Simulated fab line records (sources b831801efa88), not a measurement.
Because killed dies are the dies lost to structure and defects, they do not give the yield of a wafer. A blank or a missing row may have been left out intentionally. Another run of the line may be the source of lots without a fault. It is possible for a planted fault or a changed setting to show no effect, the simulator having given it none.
fab line records	flow gf180mcu
record: lots: 12	wafers: 36	lastDay: 34
route steps=602 shown CONTACT@311 M2@364 V2@384
lots that met no fault: taken from a fault-free run of the same line
startH: hours from the record's opening day to when the first of the lot's shown wafers began	waitH: hours since the lot's step before	" the same as in the row above	L1.1+2: several wafers, shown together as one row	- no value, or no start was given	* or withheld: withheld	< > ~ a bound
route shown NAME@n: NAME is a module with steps in the file, n the number in the route of the first one	usual: mean/standard deviation taken from wafers without a fault	same: alike in all rows	chamber/n: place in a boat	sites: the reading at each site	_std_site: their standard deviation	_edge_site: the outer-site mean with the inner-site mean subtracted	radiusMm: how far each site lies from the wafer's centre	mask NAME#n: copy n	behind: the last tool/chamber to shape the wafer	hold: why the lot was held/for how many hours/how that ended	device: whichever transistor did not switch (one of n, p or np)	end of line: tests of these same wafers at the route's end	step lacking rows: just its recipe	killed: the dies lost at the first sort to structure and to defects; this is not the yield of the wafer	map: shows each die of a wafer: x if killed, . if not, _ if none is there
set.NAME: setting as actually run; set.NAME@STEP: the setting as run at that earlier step	model.NAME: the simulator's own value behind a step, which no gauge read
route steps across a sampled set of lots; one table per step, one row per wafer
services: a tool's chamber out of use, with start hour (startH, from the record's first day; less than 0 if before it), hours out, and reason
== steps ==
step: GF_CONTACT_CVD_24
recipe: material: W	targetThkNm: 300	timeS: 90.339	tempC: 400	pressureTorr: 40
usual: heaterPowerW: 826/64	susceptorTempC: 400.01/0.21
lot.wafer	tool	chamber	startH	waitH	heaterPowerW	susceptorTempC
L169.1	cvdW-02	1	362.59	0.0	978	400.21
L169.2	"	0	"	"	782	399.79
L169.6	"	0	"	"	777	399.82
L170.3	cvdW-02	1	374.33	0.1	953	399.89
L170.4	"	0	"	"	790	399.94
L170.6	"	0	"	"	786	399.75
L171.1	cvdW-01	0	379.81	0.0	847	399.88
L171.4	"	0	"	"	848	400.12
L171.5	"	1	"	"	786	400.02
L172.2	cvdW-01	0	387.94	0.0	843	400.26
L172.3	"	0	"	"	820	399.90
L172.5	"	0	"	"	838	399.74
L174.2	cvdW-01	0	412.80	0.0	842	399.79
L174.4	"	1	"	"	759	400.20
L174.5	"	1	"	"	774	399.57
L178.1	cvdW-01	0	441.65	0.0	851	399.92
L178.2	"	0	"	"	820	399.92
L178.4	"	0	"	"	817	399.80
L179.1	cvdW-02	0	450.19	0.0	729	399.98
L179.3	"	0	"	"	757	399.98
L179.4	"	1	"	"	881	399.98
L180.3	cvdW-01	1	459.00	0.1	779	399.94
L180.4	"	0	"	"	834	400.11
L180.6	"	0	"	"	843	400.13
L182.2	cvdW-02	1	483.59	0.0	905	400.33
L182.5	"	1	"	"	908	400.08
L182.6	"	0	"	"	752	399.71
L183.4	cvdW-01	0	490.97	0.1	851	400.12
L183.5	"	1	"	"	805	399.71
L183.6	"	0	"	"	852	399.94
L188.3	cvdW-01	0	539.54	0.1	838	400.19
L188.5	"	0	"	"	852	400.19
L188.6	"	1	"	"	790	399.95
L190.2	cvdW-01	1	553.59	0.0	789	400.23
L190.4	"	1	"	"	790	399.79
L190.5	"	1	"	"	782	399.94
step: GF_CONTACT_RS_MEAS_25
recipe: thkMeasGauge: four-point-probe	reads: W_of_CONTACT_CVD_24+TiN_of_CONTACT_SPUTTER_23+Ti_of_CONTACT_SPUTTER_22
usual: CONTACT_W_RS: 0.381/0.006
lot.wafer	tool	chamber	startH	waitH	CONTACT_W_RS[ohm/sq]
L169.1	filmMetro-04	-	362.69	0.1	0.387
L169.2	"	-	"	"	0.386
L169.6	"	-	"	"	0.382
L170.3	filmMetro-02	-	374.44	0.1	0.380
L170.4	"	-	"	"	0.379
L170.6	"	-	"	"	0.379
L171.1	filmMetro-04	-	379.91	0.1	0.384
L171.4	"	-	"	"	0.384
L171.5	"	-	"	"	0.374
L172.2	filmMetro-02	-	388.06	0.1	0.393
L172.3	"	-	"	"	0.394
L172.5	"	-	"	"	0.392
L174.2	filmMetro-02	-	412.92	0.1	0.393
L174.4	"	-	"	"	0.380
L174.5	"	-	"	"	0.383
L178.1	filmMetro-04	-	441.85	0.2	0.387
L178.2	"	-	"	"	0.393
L178.4	"	-	"	"	0.392
L179.1	filmMetro-02	-	450.29	0.1	0.372
L179.3	"	-	"	"	0.378
L179.4	"	-	"	"	0.380
L180.3	filmMetro-02	-	459.11	0.1	0.385
L180.4	"	-	"	"	0.386
L180.6	"	-	"	"	0.388
L182.2	filmMetro-04	-	483.71	0.1	0.382
L182.5	"	-	"	"	0.385
L182.6	"	-	"	"	0.376
L183.4	filmMetro-01	-	491.10	0.1	0.385
L183.5	"	-	"	"	0.382
L183.6	"	-	"	"	0.390
L188.3	filmMetro-04	-	539.64	0.1	0.357
L188.5	"	-	"	"	0.378
L188.6	"	-	"	"	0.380
L190.2	filmMetro-04	-	553.71	0.1	0.352
L190.4	"	-	"	"	0.375
L190.5	"	-	"	"	0.378
step: GF_CONTACT_THK_MEAS_26
recipe: thkMeasGauge: xrf	reads: W_of_CONTACT_CVD_24
usual: CONTACT_W_THK: 297/6.4
lot.wafer	tool	chamber	startH	waitH	CONTACT_W_THK[nm]
L169.1	filmMetro-04	-	362.81	0.1	292
L169.2	"	-	"	"	292
L169.6	"	-	"	"	294
L170.3	filmMetro-02	-	374.54	0.1	299
L170.4	"	-	"	"	298
L170.6	"	-	"	"	299
L171.1	filmMetro-04	-	380.03	0.1	293
L171.4	"	-	"	"	292
L171.5	"	-	"	"	301
L172.2	filmMetro-02	-	388.17	0.1	285
L172.3	"	-	"	"	284
L172.5	"	-	"	"	284
L174.2	filmMetro-02	-	413.03	0.1	286
L174.4	"	-	"	"	295
L174.5	"	-	"	"	291
L178.1	filmMetro-04	-	441.97	0.1	292
L178.2	"	-	"	"	286
L178.4	"	-	"	"	287
L179.1	filmMetro-02	-	450.41	0.1	303
L179.3	"	-	"	"	297
L179.4	"	-	"	"	296
L180.3	filmMetro-02	-	459.21	0.1	295
L180.4	"	-	"	"	294
L180.6	"	-	"	"	293
L182.2	filmMetro-04	-	483.82	0.1	297
L182.5	"	-	"	"	295
L182.6	"	-	"	"	301
L183.4	filmMetro-01	-	491.19	0.1	300
L183.5	"	-	"	"	300
L183.6	"	-	"	"	296
L188.3	filmMetro-04	-	539.74	0.1	315
L188.5	"	-	"	"	299
L188.6	"	-	"	"	297
L190.2	filmMetro-04	-	553.82	0.1	326
L190.4	"	-	"	"	306
L190.5	"	-	"	"	306
step: GF_M2_SPUTTER_02
recipe: material: AlCu	targetThkNm: 450	powerW: 10600	timeS: 23.9	chamberPressurePa: 0.4
usual: throttleValvePct: 30.4/0.62
lot.wafer	tool	chamber	startH	waitH	throttleValvePct
L169.1	pvdSputter-03	-	411.55	0.0	30.1
L169.2	"	-	"	"	31.3
L169.6	"	-	"	"	30.8
L170.3	pvdSputter-03	-	424.07	0.0	31.3
L170.4	"	-	"	"	30.9
L170.6	"	-	"	"	30.1
L171.1	pvdSputter-03	-	430.65	0.0	31.2
L171.4	"	-	"	"	30.3
L171.5	"	-	"	"	29.8
L172.2	pvdSputter-03	-	439.03	0.0	30.7
L172.3	"	-	"	"	30.0
L172.5	"	-	"	"	30.9
L174.2	pvdSputter-03	-	466.28	0.0	30.0
L174.4	"	-	"	"	31.1
L174.5	"	-	"	"	31.2
L178.1	pvdSputter-03	-	494.04	0.0	29.7
L178.2	"	-	"	"	31.0
L178.4	"	-	"	"	30.5
L179.1	pvdSputter-01	-	502.83	0.0	29.9
L179.3	"	-	"	"	30.6
L179.4	"	-	"	"	30.9
L180.3	pvdSputter-03	-	510.35	0.0	29.7
L180.4	"	-	"	"	30.3
L180.6	"	-	"	"	31.1
L182.2	pvdSputter-03	-	533.82	0.0	31.0
L182.5	"	-	"	"	29.9
L182.6	"	-	"	"	30.2
L183.4	pvdSputter-01	-	541.04	0.0	31.9
L183.5	"	-	"	"	32.0
L183.6	"	-	"	"	29.8
L188.3	pvdSputter-01	-	587.08	0.0	30.4
L188.5	"	-	"	"	30.6
L188.6	"	-	"	"	30.6
L190.2	pvdSputter-03	-	600.42	0.0	31.2
L190.4	"	-	"	"	30.0
L190.5	"	-	"	"	30.0
step: GF_V2_CVD_02
recipe: material: SiO2	targetThkNm: 850	precursor: TEOS	tempC: 400	timeS: 94.851	rfW: 600
usual: heaterPowerW: 649/130	susceptorTempC: 399.99/0.23
lot.wafer	tool	chamber	startH	waitH	heaterPowerW	susceptorTempC
L169.1	pecvd-04	2	436.84	0.1	783	399.93
L169.2	"	1	"	"	582	400.01
L169.6	"	2	"	"	708	400.09
L170.3	pecvd-02	1	449.06	0.0	671	399.97
L170.4	"	1	"	"	739	400.36
L170.6	"	0	"	"	720	399.84
L171.1	pecvd-02	2	456.16	0.1	880	400.09
L171.4	"	0	"	"	566	400.09
L171.5	"	1	"	"	732	399.83
L172.2	pecvd-03	2	464.40	0.0	722	400.29
L172.3	"	0	"	"	458	399.48
L172.5	"	2	"	"	744	400.10
L174.2	pecvd-03	1	491.89	0.0	441	400.21
L174.4	"	0	"	"	393	399.76
L174.5	"	1	"	"	474	400.41
L178.1	pecvd-03	0	518.74	0.1	404	400.09
L178.2	"	2	"	"	686	400.18
L178.4	"	0	"	"	452	400.23
L179.1	pecvd-02	1	526.86	0.1	673	400.09
L179.3	"	2	"	"	829	399.77
L179.4	"	0	"	"	704	400.13
L180.3	pecvd-03	2	534.12	0.0	654	399.77
L180.4	"	1	"	"	499	400.05
L180.6	"	0	"	"	405	400.01
L182.2	pecvd-04	1	556.92	0.0	579	399.94
L182.5	"	1	"	"	619	400.01
L182.6	"	2	"	"	772	400.19
L183.4	pecvd-02	2	564.21	0.1	849	399.96
L183.5	"	1	"	"	671	399.77
L183.6	"	0	"	"	685	399.75
L188.3	pecvd-02	1	609.17	0.0	822	399.89
L188.5	"	0	"	"	576	399.96
L188.6	"	2	"	"	694	400.15
L190.2	pecvd-02	0	621.80	0.0	681	400.44
L190.4	"	2	"	"	886	399.97
L190.5	"	1	"	"	817	400.14
step: GF_V2_CMP_04
recipe: material: SiO2	downForcePsi: 4	platenRpm: 60	padVelocityMS: 0.94248
usual: edgeZonePressureFrac: 1.000/0.0055	motorCurrentA: 12.1/0.79	retainingRingPressureFrac: 1.001/0.0048	timeToEndpointS: 83/8.7
lot.wafer	tool	chamber	startH	waitH	edgeZonePressureFrac	motorCurrentA	retainingRingPressureFrac	timeToEndpointS
L169.2	cmp-02	3	437.01	0.0	1.000	12.5	1.007	91
L169.1	"	1	"	"	1.014	12.1	1.000	76
L169.6	"	3	"	"	1.001	11.5	1.001	97
L170.3	cmp-01	0	449.24	0.1	0.992	12.7	1.001	82
L170.4	"	1	"	"	0.989	12.7	1.001	72
L170.6	"	3	"	"	1.002	9.9	0.999	85
L171.4	cmp-01	0	456.29	0.0	1.002	13.1	1.004	85
L171.1	"	2	"	"	0.997	12.1	0.987	81
L171.5	"	1	"	"	0.999	12.7	1.000	71
L172.3	cmp-02	3	464.58	0.1	1.002	11.8	1.006	92
L172.2	"	0	"	"	0.998	12.3	1.000	86
L172.5	"	3	"	"	0.996	11.1	1.006	104
L174.2	cmp-01	3	492.12	0.1	1.015	10.0	0.997	66
L174.4	"	0	"	"	0.999	12.7	1.001	84
L174.5	"	1	"	"	1.002	13.1	0.997	64
L178.2	cmp-02	3	518.87	0.0	1.009	11.4	1.000	94
L178.1	"	0	"	"	1.004	12.1	0.996	82
L178.4	"	1	"	"	1.000	11.6	1.003	84
L179.1	cmp-02	0	526.99	0.1	1.001	12.8	0.999	84
L179.3	"	1	"	"	1.007	12.1	0.996	78
L179.4	"	3	"	"	1.016	11.6	0.999	103
L180.3	cmp-01	2	534.25	0.0	0.997	12.3	1.001	85
L180.4	"	3	"	"	0.997	10.3	1.005	69
L180.6	"	3	"	"	0.999	10.3	1.008	74
L182.2	cmp-01	2	557.26	0.3	1.003	12.2	0.999	80
L182.5	"	3	"	"	0.999	10.1	1.004	74
L182.6	"	0	"	"	1.002	13.4	0.998	81
L183.4	cmp-02	2	564.45	0.2	1.002	11.5	1.005	92
L183.5	"	3	"	"	0.997	11.9	1.004	105
L183.6	"	0	"	"	1.003	12.3	0.993	101
L188.3	cmp-02	3	609.40	0.1	0.995	12.0	1.005	88
L188.6	"	1	"	"	0.997	12.7	0.997	78
L188.5	"	2	"	"	0.996	12.4	1.008	84
L190.4	cmp-02	1	621.93	0.0	1.002	12.3	1.003	81
L190.2	"	0	"	"	0.997	12.5	0.996	78
L190.5	"	1	"	"	1.006	11.8	0.997	85
== services ==
tool	chamber	startH	hours	kind
cmp-01	-	360.42	1.1	repair
cmp-01	-	362.25	2.6	repair
pvdSputter-03	-	393.02	6.3	repair
cmp-02	-	400.69	1.1	repair
cmp-01	-	404.00	4.0	pm
cvdW-01	-	404.00	6.0	pm
cmp-02	-	407.68	0.3	repair
cmp-01	-	428.04	1.6	repair
cmp-01	-	433.48	4.8	repair
cvdW-01	1	434.49	8.9	repair
cmp-01	-	442.36	1.7	repair
cmp-01	-	445.44	1.0	repair
cmp-01	-	460.29	1.8	repair
cvdW-01	0	464.89	3.8	repair
pecvd-02	-	465.53	1.6	repair
cvdW-01	0	475.92	8.4	repair
pvdSputter-03	-	476.91	1.3	repair
cmp-02	-	493.09	2.4	repair
pecvd-02	2	512.14	3.5	repair
cmp-02	-	534.39	1.1	repair
pvdSputter-03	-	539.03	2.9	repair
cvdW-01	-	551.14	0.2	repair
cmp-02	-	556.67	3.4	repair
cmp-02	-	572.00	4.0	pm
== key ==
firstSign: step: GF_CONTACT_RS_MEAS_25	reading: CONTACT_W_RS	direction: down	sigmas: 4.5	usual: 0.381	struck: 0.354
effect: step: GF_CONTACT_THK_MEAS_26	reading: CONTACT_W_THK	direction: up	sigmas: 3.7	usual: 297	struck: 321
metAt GF_CONTACT_CVD_24
struckLots L188,L190
struckWafers L188.3,L190.2
testerLeftOut L188,L190
notActingAt GF_M2_SPUTTER_02,GF_V2_CVD_02,GF_V2_CMP_04
onsetBetween 490.97 539.54
fault: kind: processParameterDrift	tool: cvdW-01	chamber: -	onsetH: 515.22	steps: GF_CONTACT_CVD_24	channel: targetThkNm	offset: 19.473	shape: step	endH: 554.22	scope: struckWafersOnly	actsIn: theseRecipesOnly	stated: 300
testerLeftOut: of these lots the tester's yield and bins aren't shown, on N5 and GAA mostly nor the transistor test; their killed dies are dies lost to structure and defects alone, not to doping, threshold or leakage, so they don't give the yield
